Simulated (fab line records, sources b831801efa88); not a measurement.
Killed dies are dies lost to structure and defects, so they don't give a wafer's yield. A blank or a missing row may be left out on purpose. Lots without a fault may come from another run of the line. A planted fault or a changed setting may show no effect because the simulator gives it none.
fab line records | flow sky130
record lots=14 wafers=42 last_day=50
route steps=708 shown FIELD_ISO@2 PWDE@84 PAD_OPEN@708
lots that met no fault: from a run of the same line without faults
start_h: hours from the record's first day to the start of the lot's first wafer shown | wait_h: hours since the lot's step before | " the same as in the row above | L1.1+2: a row that stands for several wafers | - no value, or no start given | * or withheld: withheld | < > ~ a bound
route shown NAME@n: a module of which the file shows steps, and the number in the route of the first | usual: mean/standard deviation of fault-free wafers | same: alike in all rows | chamber/n: place in a boat | sites: the reading at each site | _std_site: their standard deviation | _edge_site: outer sites' mean less inner sites' | radius_mm: how far each site lies from the wafer's centre | mask NAME#n: copy n | behind: the tool/chamber that last shaped the wafer | hold: why the lot was held/for how many hours/how that ended | device: the transistor (n, p or np) that didn't switch | end of line: the same wafers' tests at the end of the route | a step without rows: its recipe alone | killed: dies lost to structure and defects at the first sort, not the wafer's yield | map: a wafer's dies, x killed, . not, _ none there
set.NAME: the setting as run; set.NAME@STEP: as run at that earlier step | model.NAME: the simulator's own value behind a step, which no gauge read
steps of the route over a sample of lots; a table a step, a row a wafer
services: from which hour (start_h, from the record's first day; less than 0 if before it) a tool's chamber was out of use, for how many hours, and why
## steps
# step SKY_FIELD_ISO_OXIDATION_01
# recipe temp_c=900 ambient=O2 stabilise_s=600 purge_s=300 target_thk_a=120 ox_time_s=1843
# same purge_s=300
# columns lot.wafer tool chamber start_h wait_h
L701.1+2+6 furnace-01 0 10.12 0.1
L702.1+2+6 furnace-01 0 16.25 1.2
L704.2+4+5 furnace-02 0 25.12 0.1
L705.1+3+5 furnace-02 0 30.12 0.1
L705.1+3+5 furnace-02 0 31.80 0.2
L706.1+2+3 furnace-01 0 35.97 0.9
L706.1+2+3 furnace-02 0 38.07 0.6
L707.1+4+6 furnace-01 0 40.35 0.3
L713.1+2+6 furnace-02 0 70.64 0.6
L713.1+2+6 furnace-01 0 72.95 0.8
L715.2+4+5 furnace-01 0 80.69 0.6
L716.2+3+5 furnace-01 0 89.10 4.1
L719.1+2+6 furnace-02 0 101.49 1.5
L720.1+4+5 furnace-01 0 105.12 0.1
L721.1+3+6 furnace-02 0 110.91 0.9
L723.2+4+6 furnace-01 0 120.64 0.6
L724.3+4+5 furnace-02 0 127.31 2.3
# step SKY_FIELD_ISO_THK_MEAS_02
# recipe reads=SiO2_of_FIELD_ISO_OXIDATION_01
# usual FIELD_ISO_OXIDATION_00_THK=12.06/0.2
# columns lot.wafer tool chamber start_h wait_h FIELD_ISO_OXIDATION_00_THK[nm]
L701.1 film_metro-01 - 11.63 0.0 11.68
L701.2 " - " " 11.68
L701.6 " - " " 11.89
L702.1 film_metro-03 - 17.76 0.0 12.33
L702.2 " - " " 12.34
L702.6 " - " " 12.43
L704.2 film_metro-04 - 26.64 0.0 12.14
L704.4 " - " " 12.08
L704.5 " - " " 12.04
L705.1 film_metro-03 - 33.31 0.0 19.41
L705.3 " - " " 19.44
L705.5 " - " " 19.56
L706.1 film_metro-03 - 39.60 0.0 19.35
L706.2 " - " " 19.52
L706.3 " - " " 19.44
L707.1 film_metro-04 - 41.86 0.0 11.92
L707.4 " - " " 11.77
L707.6 " - " " 11.85
L713.1 film_metro-04 - 74.50 0.0 19.41
L713.2 " - " " 19.47
L713.6 " - " " 19.60
L715.2 film_metro-01 - 82.21 0.0 12.23
L715.4 " - " " 12.04
L715.5 " - " " 12.15
L716.2 film_metro-03 - 90.62 0.0 12.32
L716.3 " - " " 12.16
L716.5 " - " " 12.09
L719.1 film_metro-03 - 103.01 0.0 12.29
L719.2 " - " " 12.50
L719.6 " - " " 12.50
L720.1 film_metro-01 - 106.63 0.0 12.12
L720.4 " - " " 12.18
L720.5 " - " " 12.36
L721.1 film_metro-01 - 112.42 0.0 12.20
L721.3 " - " " 12.22
L721.6 " - " " 11.97
L723.2 film_metro-03 - 122.17 0.0 11.87
L723.4 " - " " 12.13
L723.6 " - " " 12.19
L724.3 film_metro-03 - 128.84 0.0 12.10
L724.4 " - " " 11.90
L724.5 " - " " 11.93
# step SKY_FIELD_ISO_THK_MEAS_04
# recipe reads=Si3N4_of_FIELD_ISO_CVD_03
# usual FIELD_ISO_CVD_03_THK=165.7/1.9
# columns lot.wafer tool chamber start_h wait_h FIELD_ISO_CVD_03_THK[nm]
L701.1 film_metro-01 - 20.00 0.0 168.0
L701.2 " - " " 168.5
L701.6 " - " " 168.3
L702.1 film_metro-04 - 20.00 0.0 169.3
L702.2 " - " " 170.0
L702.6 " - " " 168.9
L704.2 film_metro-01 - 28.49 0.0 165.8
L704.4 " - " " 165.5
L704.5 " - " " 163.9
L705.1 film_metro-04 - 35.20 0.0 166.1
L705.3 " - " " 165.2
L705.5 " - " " 165.1
L706.1 film_metro-04 - 42.45 0.0 162.9
L706.2 " - " " 162.3
L706.3 " - " " 163.1
L707.1 film_metro-04 - 43.81 0.0 164.3
L707.4 " - " " 165.2
L707.6 " - " " 165.1
L713.1 film_metro-01 - 77.19 0.0 167.6
L713.2 " - " " 168.2
L713.6 " - " " 167.1
L715.2 film_metro-04 - 89.36 0.0 165.2
L715.4 " - " " 165.4
L715.5 " - " " 165.4
L716.2 film_metro-03 - 93.71 0.0 162.9
L716.3 " - " " 164.7
L716.5 " - " " 164.3
L719.1 film_metro-03 - 105.41 0.0 165.7
L719.2 " - " " 166.0
L719.6 " - " " 165.1
L720.1 film_metro-01 - 108.48 0.0 167.4
L720.4 " - " " 165.6
L720.5 " - " " 167.8
L721.1 film_metro-03 - 115.16 0.0 168.2
L721.3 " - " " 168.7
L721.6 " - " " 167.2
L723.2 film_metro-03 - 127.30 0.0 164.4
L723.4 " - " " 165.4
L723.6 " - " " 163.3
L724.3 film_metro-04 - 133.59 0.0 165.3
L724.4 " - " " 165.1
L724.5 " - " " 165.9
# step SKY_FIELD_ISO_CD_MEAS_13
# recipe target_cd_nm=150
# usual cd_nm=150.1/1.6
# columns lot.wafer tool chamber start_h wait_h cd_nm
L701.1 cd_sem-02 - 34.67 - 151.1
L701.2 " - " " 151.2
L701.6 " - " " 150.0
L702.1 cd_sem-02 - 35.02 - 151.0
L702.2 " - " " 149.8
L702.6 " - " " 150.9
L704.2 cd_sem-01 - 43.93 - 151.4
L704.4 " - " " 149.6
L704.5 " - " " 149.0
L705.1 cd_sem-02 - 48.88 - 148.8
L705.3 " - " " 148.7
L705.5 " - " " 147.0
L706.1 cd_sem-02 - 54.96 - 150.9
L706.2 " - " " 150.9
L706.3 " - " " 149.4
L707.1 cd_sem-01 - 59.66 - 151.0
L707.4 " - " " 149.4
L707.6 " - " " 150.9
L713.1 cd_sem-01 - 90.97 - 151.3
L713.2 " - " " 151.5
L713.6 " - " " 149.9
L715.2 cd_sem-02 - 106.54 - 148.7
L715.4 " - " " 147.4
L715.5 " - " " 148.7
L716.2 cd_sem-02 - 111.05 - 150.0
L716.3 " - " " 151.9
L716.5 " - " " 150.2
L719.1 cd_sem-01 - 123.26 - 152.9
L719.2 " - " " 153.0
L719.6 " - " " 152.5
L720.1 cd_sem-01 - 126.57 - 151.8
L720.4 " - " " 150.1
L720.5 " - " " 152.0
L721.1 cd_sem-01 - 133.26 - 148.3
L721.3 " - " " 148.3
L721.6 " - " " 147.6
L723.2 cd_sem-02 - 145.49 - 151.7
L723.4 " - " " 151.2
L723.6 " - " " 150.5
L724.3 cd_sem-01 - 153.46 - 150.4
L724.4 " - " " 149.8
L724.5 " - " " 149.4
# step SKY_NWELL_RS_MEAS_31
# recipe thk_meas_gauge=four-point-probe
# usual PWDE_RS=5284/16
# columns lot.wafer tool chamber start_h wait_h PWDE_RS[ohm/sq]
L701.1 film_metro-01 - 110.76 0.1 5270
L701.2 " - " " 5282
L701.6 " - " " 5293
L702.1 film_metro-02 - 112.70 0.1 5301
L702.2 " - " " 5271
L702.6 " - " " 5268
L704.2 film_metro-01 - 120.38 0.1 5296
L704.4 " - " " 5278
L704.5 " - " " 5304
L705.1 film_metro-04 - 125.76 0.1 5274
L705.3 " - " " 5278
L705.5 " - " " 5255
L706.1 film_metro-02 - 134.81 0.1 5269
L706.2 " - " " 5264
L706.3 " - " " 5281
L707.1 film_metro-01 - 139.96 0.1 5269
L707.4 " - " " 5275
L707.6 " - " " 5278
L713.1 film_metro-02 - 177.80 0.1 5271
L713.2 " - " " 5272
L713.6 " - " " 5263
L715.2 film_metro-02 - 191.28 0.1 5282
L715.4 " - " " 5255
L715.5 " - " " 5261
L716.2 film_metro-04 - 196.68 0.1 5297
L716.3 " - " " 5283
L716.5 " - " " 5293
L719.1 film_metro-01 - 215.37 0.1 5303
L719.2 " - " " 5293
L719.6 " - " " 5303
L720.1 film_metro-04 - 218.05 0.1 5284
L720.4 " - " " 5278
L720.5 " - " " 5288
L721.1 film_metro-04 - 222.34 0.1 5277
L721.3 " - " " 5282
L721.6 " - " " 5304
L723.2 film_metro-01 - 232.63 0.1 5297
L723.4 " - " " 5297
L723.6 " - " " 5303
L724.3 film_metro-01 - 260.28 0.1 5266
L724.4 " - " " 5275
L724.5 " - " " 5300
# step SKY_PAD_OPEN_PROBE_99
# usual killed_at_M0_to_M3=43/7.1 killed_at_M4_up=3.0/1.9 killed_at_contacts=24/5 killed_at_front_end=15/4.3 killed_at_other=0.3/0.5 killed_dies=85/9.6 killed_open=46/7.1 killed_short=39/6.8
# same gross_dies=492 killed_at_back_side=0
# columns lot.wafer tool chamber start_h wait_h killed_at_M0_to_M3 killed_at_M4_up killed_at_contacts killed_at_front_end killed_at_other killed_dies killed_open killed_short
L701.1 prober-02 - 1076.81 0.1 63 5 27 12 1 108 57 51
L701.2 prober-02 - 1076.86 0.1 41 3 24 14 0 82 44 38
L701.6 prober-02 - 1077.06 0.2 42 3 31 13 0 89 56 33
L702.1 prober-01 - 1077.92 0.1 47 1 25 19 0 92 53 39
L702.2 prober-01 - 1077.97 0.1 36 2 33 19 0 90 50 40
L702.6 prober-01 - 1078.17 0.2 42 1 24 14 0 81 48 33
L705.1 prober-01 - 1084.30 0.1 43 1 17 16 0 77 40 37
L705.3 prober-01 - 1084.40 0.2 50 2 20 22 0 94 51 43
L705.5 prober-01 - 1084.50 0.2 41 0 17 21 0 79 45 34
L704.2 prober-02 - 1094.72 0.1 49 3 30 11 0 93 52 41
L704.4 prober-02 - 1094.82 0.2 38 1 27 11 1 78 38 40
L704.5 prober-02 - 1094.87 0.2 35 2 24 10 0 71 44 27
L706.1 prober-01 - 1096.28 0.1 30 1 21 19 0 71 38 33
L706.2 prober-01 - 1096.33 0.1 36 7 23 17 0 83 30 53
L706.3 prober-01 - 1096.38 0.2 50 6 23 22 0 101 44 57
L707.1 prober-02 - 1104.11 0.1 39 2 18 15 0 74 45 29
L707.4 prober-02 - 1104.26 0.2 28 0 32 10 0 70 33 37
L707.6 prober-02 - 1104.36 0.2 35 3 31 18 0 87 52 35
L713.1 prober-02 - 1137.47 0.1 36 3 16 20 0 75 42 33
L713.2 prober-02 - 1137.52 0.1 43 0 25 14 1 83 42 41
L713.6 prober-02 - 1137.72 0.2 54 4 31 19 0 108 61 47
L715.2 prober-01 - 1152.98 0.1 42 3 25 18 0 88 58 30
L715.4 prober-01 - 1153.08 0.2 41 5 25 25 0 96 55 41
L715.5 prober-01 - 1153.13 0.2 38 5 26 8 0 77 39 38
L716.2 prober-02 - 1154.73 0.1 44 2 28 18 0 92 42 50
L716.3 prober-02 - 1154.78 0.2 40 1 21 16 0 78 39 39
L716.5 prober-02 - 1154.88 0.2 38 1 35 12 0 86 51 35
L719.1 prober-02 - 1172.10 0.1 50 3 21 24 0 98 53 45
L719.2 prober-02 - 1172.15 0.1 36 5 23 19 0 83 44 39
L719.6 prober-02 - 1172.35 0.2 34 4 21 14 0 73 55 18
L720.1 prober-02 - 1173.85 0.1 40 3 32 14 0 89 50 39
L720.4 prober-02 - 1174.00 0.2 51 3 26 14 0 94 45 49
L720.5 prober-02 - 1174.05 0.2 50 3 18 14 0 85 41 44
L721.1 prober-01 - 1177.24 0.1 36 3 18 19 1 77 41 36
L721.3 prober-01 - 1177.34 0.2 51 1 17 19 0 88 43 45
L721.6 prober-01 - 1177.49 0.2 53 4 23 8 1 89 46 43
L723.2 prober-01 - 1189.54 0.1 52 0 24 8 0 84 46 38
L723.4 prober-01 - 1189.64 0.2 36 4 31 20 0 91 49 42
L723.6 prober-01 - 1189.74 0.2 38 3 29 10 0 80 49 31
L724.3 prober-02 - 1198.83 0.2 39 2 23 11 0 75 40 35
L724.4 prober-02 - 1198.88 0.2 51 1 29 23 1 105 53 52
L724.5 prober-02 - 1198.93 0.2 45 5 26 17 1 94 44 50
# killed by level:class
L701.1 VIA1:geometric_particle:open=18 CONTACT:geometric_particle:open=10 VIA3:geometric_particle:open=9 CONTACT:geometric_particle:short=8 VIA1:geometric_particle:short=8 LI_CONTACT:geometric_particle:open=7 METAL1:geometric_particle:short=7 VIA2:geometric_particle:open=7
L701.2 VIA3:geometric_particle:open=9 METAL2:geometric_particle:short=8 LI_CONTACT:geometric_particle:open=8 VIA1:geometric_particle:open=7 CONTACT:geometric_particle:open=6 CONTACT:geometric_particle:short=6 POLY_GATE:geometric_particle:short=5 VIA2:geometric_particle:open=4
L701.6 CONTACT:geometric_particle:open=15 VIA1:geometric_particle:open=10 LI_CONTACT:geometric_particle:open=6 METAL2:geometric_particle:short=6 VIA3:geometric_particle:open=6 FIELD_ISO:geometric_particle:open=5 CONTACT:geometric_particle:short=5 POLY_GATE:geometric_particle:open=4
L702.1 CONTACT:geometric_particle:open=12 VIA1:geometric_particle:open=10 VIA3:geometric_particle:open=8 LI_CONTACT:geometric_particle:open=7 METAL2:geometric_particle:short=7 FIELD_ISO:geometric_particle:open=6 VIA2:geometric_particle:open=6 POLY_GATE:geometric_particle:short=5
L702.2 LI_CONTACT:geometric_particle:open=12 CONTACT:geometric_particle:open=8 VIA3:geometric_particle:open=8 VIA1:geometric_particle:short=7 VIA1:geometric_particle:open=6 FIELD_ISO:geometric_particle:open=5 POLY_GATE:geometric_particle:short=5 CONTACT:geometric_particle:short=5
L702.6 VIA1:geometric_particle:open=14 CONTACT:geometric_particle:open=10 CONTACT:geometric_particle:short=6 VIA3:geometric_particle:open=5 POLY_GATE:geometric_particle:short=4 METAL1:geometric_particle:short=4 VIA1:geometric_particle:short=4 VIA2:geometric_particle:open=4
L705.1 VIA1:geometric_particle:open=9 LI_CONTACT:geometric_particle:open=7 VIA2:geometric_particle:open=7 METAL2:geometric_particle:short=6 VIA3:geometric_particle:open=5 VIA2:geometric_particle:short=5 FIELD_ISO:geometric_particle:short=4 LOCAL_INTERCONNECT:geometric_particle:short=4
L705.3 VIA1:geometric_particle:open=16 FIELD_ISO:geometric_particle:short=8 VIA1:geometric_particle:short=8 LI_CONTACT:geometric_particle:open=8 VIA2:geometric_particle:open=6 FIELD_ISO:geometric_particle:open=5 CONTACT:geometric_particle:open=5 VIA3:geometric_particle:open=5
L705.5 VIA1:geometric_particle:open=13 LI_CONTACT:geometric_particle:open=9 FIELD_ISO:geometric_particle:short=8 METAL2:geometric_particle:short=6 VIA3:geometric_particle:open=6 METAL1:geometric_particle:short=5 FIELD_ISO:geometric_particle:open=4 CONTACT:geometric_particle:open=4
L704.2 VIA1:geometric_particle:open=13 LI_CONTACT:geometric_particle:open=12 VIA2:geometric_particle:open=9 CONTACT:geometric_particle:open=7 VIA1:geometric_particle:short=7 LOCAL_INTERCONNECT:geometric_particle:short=6 FIELD_ISO:geometric_particle:short=5 METAL1:geometric_particle:short=4
L704.4 VIA1:geometric_particle:open=10 LI_CONTACT:geometric_particle:open=7 CONTACT:geometric_particle:open=7 LI_CONTACT:geometric_particle:short=5 VIA3:geometric_particle:short=5 METAL1:geometric_particle:short=4 LOCAL_INTERCONNECT:geometric_particle:short=4 VIA2:geometric_particle:open=4
L704.5 CONTACT:geometric_particle:open=11 VIA1:geometric_particle:open=8 VIA3:geometric_particle:open=4 LI_CONTACT:geometric_particle:open=4 LOCAL_INTERCONNECT:geometric_particle:short=4 METAL1:geometric_particle:short=4 VIA2:geometric_particle:open=4 METAL3:geometric_particle:short=4
L706.1 VIA1:geometric_particle:open=9 LI_CONTACT:geometric_particle:open=6 LOCAL_INTERCONNECT:geometric_particle:short=6 VIA3:geometric_particle:short=6 FIELD_ISO:geometric_particle:open=5 POLY_GATE:geometric_particle:short=4 CONTACT:geometric_particle:open=4 POLY_GATE:geometric_particle:open=3
L706.2 VIA1:geometric_particle:short=8 LOCAL_INTERCONNECT:geometric_particle:short=7 CONTACT:geometric_particle:short=7 FIELD_ISO:geometric_particle:open=6 LI_CONTACT:geometric_particle:open=6 VIA1:geometric_particle:open=6 METAL4:geometric_particle:short=6 POLY_GATE:geometric_particle:short=5
L706.3 METAL2:geometric_particle:short=9 VIA2:geometric_particle:open=9 FIELD_ISO:geometric_particle:open=8 LI_CONTACT:geometric_particle:short=7 FIELD_ISO:geometric_particle:short=6 METAL1:geometric_particle:short=6 LI_CONTACT:geometric_particle:open=5 VIA3:geometric_particle:open=5
L707.1 VIA2:geometric_particle:open=8 LI_CONTACT:geometric_particle:open=7 CONTACT:geometric_particle:open=7 VIA1:geometric_particle:open=7 POLY_GATE:geometric_particle:open=5 VIA1:geometric_particle:short=5 METAL1:geometric_particle:short=5 VIA3:geometric_particle:open=5
L707.4 CONTACT:geometric_particle:open=11 CONTACT:geometric_particle:short=8 LI_CONTACT:geometric_particle:open=7 METAL1:geometric_particle:short=6 VIA1:geometric_particle:short=5 LOCAL_INTERCONNECT:geometric_particle:short=4 VIA3:geometric_particle:open=4 VIA3:geometric_particle:short=4
L707.6 CONTACT:geometric_particle:open=13 VIA1:geometric_particle:open=9 LI_CONTACT:geometric_particle:open=9 METAL2:geometric_particle:short=7 SPACER:geometric_particle:open=6 VIA1:geometric_particle:short=5 POLY_GATE:geometric_particle:short=4 CONTACT:geometric_particle:short=4
L713.1 VIA1:geometric_particle:open=14 CONTACT:geometric_particle:open=7 METAL2:geometric_particle:short=6 FIELD_ISO:geometric_particle:short=5 POLY_GATE:geometric_particle:short=5 LOCAL_INTERCONNECT:geometric_particle:short=5 VIA3:geometric_particle:open=5 FIELD_ISO:geometric_particle:open=4
L713.2 VIA1:geometric_particle:open=10 CONTACT:geometric_particle:open=8 METAL2:geometric_particle:short=8 FIELD_ISO:geometric_particle:short=6 LOCAL_INTERCONNECT:geometric_particle:short=5 METAL1:geometric_particle:short=5 FIELD_ISO:geometric_particle:open=4 CONTACT:geometric_particle:short=4
L713.6 CONTACT:geometric_particle:open=16 VIA2:geometric_particle:open=11 VIA3:geometric_particle:open=10 METAL1:geometric_particle:short=8 VIA1:geometric_particle:open=7 METAL2:geometric_particle:short=5 POLY_GATE:geometric_particle:short=4 LI_CONTACT:geometric_particle:open=4
L715.2 CONTACT:geometric_particle:open=12 VIA1:geometric_particle:open=11 VIA3:geometric_particle:open=9 LI_CONTACT:geometric_particle:open=7 METAL1:geometric_particle:short=6 FIELD_ISO:geometric_particle:short=5 VIA1:geometric_particle:short=4 VIA2:geometric_particle:open=4
L715.4 CONTACT:geometric_particle:open=13 FIELD_ISO:geometric_particle:open=10 METAL2:geometric_particle:short=9 VIA3:geometric_particle:open=7 POLY_GATE:geometric_particle:open=5 FIELD_ISO:geometric_particle:short=4 LI_CONTACT:geometric_particle:short=4 LI_CONTACT:geometric_particle:open=4
L715.5 CONTACT:geometric_particle:open=9 VIA2:geometric_particle:open=8 VIA3:geometric_particle:open=8 CONTACT:geometric_particle:short=7 METAL2:geometric_particle:short=6 VIA1:geometric_particle:open=5 LI_CONTACT:geometric_particle:open=4 LOCAL_INTERCONNECT:geometric_particle:short=4
L716.2 VIA1:geometric_particle:open=11 LI_CONTACT:geometric_particle:open=8 CONTACT:geometric_particle:open=8 METAL1:geometric_particle:short=8 FIELD_ISO:geometric_particle:short=6 CONTACT:geometric_particle:short=6 LOCAL_INTERCONNECT:geometric_particle:short=5 VIA1:geometric_particle:short=5
L716.3 VIA1:geometric_particle:open=10 LI_CONTACT:geometric_particle:open=9 VIA2:geometric_particle:open=8 CONTACT:geometric_particle:short=6 METAL1:geometric_particle:short=6 FIELD_ISO:geometric_particle:short=5 LOCAL_INTERCONNECT:geometric_particle:short=4 VIA2:geometric_particle:short=4
L716.5 CONTACT:geometric_particle:open=13 VIA1:geometric_particle:open=11 LI_CONTACT:geometric_particle:open=8 LOCAL_INTERCONNECT:geometric_particle:short=7 METAL1:geometric_particle:short=5 POLY_GATE:geometric_particle:short=5 VIA2:geometric_particle:open=5 VIA3:geometric_particle:open=4
L719.1 VIA1:geometric_particle:open=10 FIELD_ISO:geometric_particle:open=8 VIA3:geometric_particle:open=7 CONTACT:geometric_particle:open=7 METAL1:geometric_particle:short=7 VIA1:geometric_particle:short=7 VIA2:geometric_particle:open=6 POLY_GATE:geometric_particle:open=5
L719.2 VIA2:geometric_particle:open=7 FIELD_ISO:geometric_particle:open=6 CONTACT:geometric_particle:open=6 LI_CONTACT:geometric_particle:short=5 CONTACT:geometric_particle:short=5 LOCAL_INTERCONNECT:geometric_particle:short=5 POLY_GATE:geometric_particle:open=4 METAL2:geometric_particle:open=4
L719.6 CONTACT:geometric_particle:open=11 VIA3:geometric_particle:open=8 VIA1:geometric_particle:open=8 VIA2:geometric_particle:open=8 LI_CONTACT:geometric_particle:open=6 FIELD_ISO:geometric_particle:open=5 POLY_GATE:geometric_particle:short=5 POLY_GATE:geometric_particle:open=2
L720.1 VIA1:geometric_particle:open=14 CONTACT:geometric_particle:open=11 VIA2:geometric_particle:open=9 LOCAL_INTERCONNECT:geometric_particle:short=8 LI_CONTACT:geometric_particle:open=6 LI_CONTACT:geometric_particle:short=6 POLY_GATE:geometric_particle:open=5 METAL2:geometric_particle:short=5
L720.4 VIA1:geometric_particle:open=11 VIA1:geometric_particle:short=9 LOCAL_INTERCONNECT:geometric_particle:short=8 LI_CONTACT:geometric_particle:open=7 VIA2:geometric_particle:open=7 CONTACT:geometric_particle:open=6 VIA2:geometric_particle:short=6 POLY_GATE:geometric_particle:short=5
L720.5 METAL1:geometric_particle:short=7 VIA1:geometric_particle:short=7 VIA3:geometric_particle:open=7 FIELD_ISO:geometric_particle:short=6 VIA1:geometric_particle:open=6 METAL2:geometric_particle:short=6 VIA2:geometric_particle:open=5 LI_CONTACT:geometric_particle:open=5
L721.1 VIA3:geometric_particle:open=8 LI_CONTACT:geometric_particle:open=7 CONTACT:geometric_particle:open=7 POLY_GATE:geometric_particle:short=6 POLY_GATE:geometric_particle:open=6 METAL1:geometric_particle:short=5 VIA1:geometric_particle:short=4 VIA1:geometric_particle:open=4
L721.3 VIA1:geometric_particle:open=8 METAL2:geometric_particle:short=8 VIA2:geometric_particle:open=8 CONTACT:geometric_particle:open=7 METAL1:geometric_particle:short=7 POLY_GATE:geometric_particle:short=5 POLY_GATE:geometric_particle:open=4 LI_CONTACT:geometric_particle:open=4
L721.6 VIA3:geometric_particle:open=11 VIA1:geometric_particle:open=10 METAL2:geometric_particle:short=8 LI_CONTACT:geometric_particle:open=6 CONTACT:geometric_particle:short=6 VIA1:geometric_particle:short=6 CONTACT:geometric_particle:open=5 VIA2:geometric_particle:open=5
L723.2 VIA1:geometric_particle:open=17 CONTACT:geometric_particle:open=11 VIA1:geometric_particle:short=9 METAL1:geometric_particle:short=8 VIA2:geometric_particle:open=6 METAL2:geometric_particle:short=4 CONTACT:geometric_particle:short=3 VIA3:geometric_particle:open=3
L723.4 VIA1:geometric_particle:open=10 CONTACT:geometric_particle:short=9 LI_CONTACT:geometric_particle:open=8 CONTACT:geometric_particle:open=8 VIA3:geometric_particle:open=6 POLY_GATE:geometric_particle:short=6 POLY_GATE:geometric_particle:open=5 LOCAL_INTERCONNECT:geometric_particle:short=5
L723.6 VIA1:geometric_particle:open=14 CONTACT:geometric_particle:open=10 LI_CONTACT:geometric_particle:open=8 LOCAL_INTERCONNECT:geometric_particle:short=6 POLY_GATE:geometric_particle:short=5 METAL2:geometric_particle:short=5 VIA2:geometric_particle:open=5 METAL2:geometric_particle:open=4
L724.3 CONTACT:geometric_particle:open=11 METAL1:geometric_particle:short=10 VIA1:geometric_particle:open=6 LI_CONTACT:geometric_particle:open=5 VIA2:geometric_particle:open=5 CONTACT:geometric_particle:short=4 METAL2:geometric_particle:short=4 POLY_GATE:geometric_particle:open=3
L724.4 VIA2:geometric_particle:open=10 CONTACT:geometric_particle:short=9 LI_CONTACT:geometric_particle:open=9 VIA1:geometric_particle:open=9 FIELD_ISO:geometric_particle:short=8 CONTACT:geometric_particle:open=6 METAL1:geometric_particle:short=6 FIELD_ISO:geometric_particle:open=5
L724.5 VIA1:geometric_particle:open=11 CONTACT:geometric_particle:short=9 CONTACT:geometric_particle:open=8 METAL1:geometric_particle:short=8 VIA3:geometric_particle:open=7 POLY_GATE:geometric_particle:open=5 VIA2:geometric_particle:open=5 FIELD_ISO:geometric_particle:short=4
## services
# columns tool chamber start_h hours kind
furnace-02 - 62.87 1.8 pm
furnace-02 - 83.78 4.2 pm
furnace-01 - 123.66 3.7 pm
## key
first_sign step=SKY_FIELD_ISO_OXIDATION_01 reading=visit direction=added
effect step=SKY_FIELD_ISO_THK_MEAS_02 reading=FIELD_ISO_OXIDATION_00_THK direction=up sigmas=36 usual=12.06 struck=19.47
met_at SKY_FIELD_ISO_OXIDATION_01
struck_lots L705,L706,L713
tester_left_out L705,L706,L713
not_acting_at SKY_FIELD_ISO_THK_MEAS_04,SKY_FIELD_ISO_CD_MEAS_13,SKY_NWELL_RS_MEAS_31
fault kind=repeated_step_whole tool=furnace-01,furnace-02 chamber=- onset_h=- steps=SKY_FIELD_ISO_OXIDATION_01 times=1 scope=struck_lots_only
# tester_left_out: of these lots the tester's yield and bins aren't shown, on N5 and GAA mostly nor the transistor test; their killed dies are dies lost to structure and defects alone, not to doping, threshold or leakage, so they don't give the yield
